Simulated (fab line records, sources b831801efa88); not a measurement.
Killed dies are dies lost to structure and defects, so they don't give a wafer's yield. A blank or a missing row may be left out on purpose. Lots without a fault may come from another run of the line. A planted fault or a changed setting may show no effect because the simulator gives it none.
Chamber matching | flow gf180mcu | GF_V1_CVD_02 on pecvd-03: 3 sister chambers
The step deposits SiO2 from TEOS, target thk 850 nm, time 94.851 s. 3 wafers are shown with their chamber, then 7 later ones without.

WAFERS WITH THEIR CHAMBER
wafer  | chamber | heater_power_outer_w (W)
L218.5 | 1       | 433
L221.1 | 0       | 327
L221.2 | 2       | 420

WAFERS WITHOUT THEIR CHAMBER
wafer  | heater_power_outer_w (W)
L221.4 | 377
L228.3 | 390
L228.4 | 462
L228.5 | 452
L230.1 | 450
L230.2 | 440
L230.3 | 349

WHICH CHAMBER EACH WENT THROUGH
wafer  | from the rows above          | in truth
L221.4 | can't be placed: 2 or 0 or 1 | 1
L228.3 | can't be placed: 2 or 1 or 0 | 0
L228.4 | can't be placed: 1 or 2      | 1
L228.5 | can't be placed: 1 or 2      | 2
L230.1 | can't be placed: 1 or 2      | 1
L230.2 | can't be placed: 1 or 2      | 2
L230.3 | can't be placed: 0 or 2      | 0
Placed correctly: 0 of 7. Can't be placed from these rows: 7 (the true chamber is among the candidates in 7). Placed wrongly: 0.
How it was worked out, from the rows above alone: a wafer's distance from a chamber is the root of the sum, over the readings, of the square of ((its reading less the chamber's mean) divided by the reading's scatter). The wafer belongs to the nearest chamber; if the next one is less than 2 further off, it can't be placed. A chamber's mean is the mean of its shown wafers. The scatter: with one shown wafer a chamber, the root of the mean of the squares of how far each hidden wafer lies from its nearest shown one.
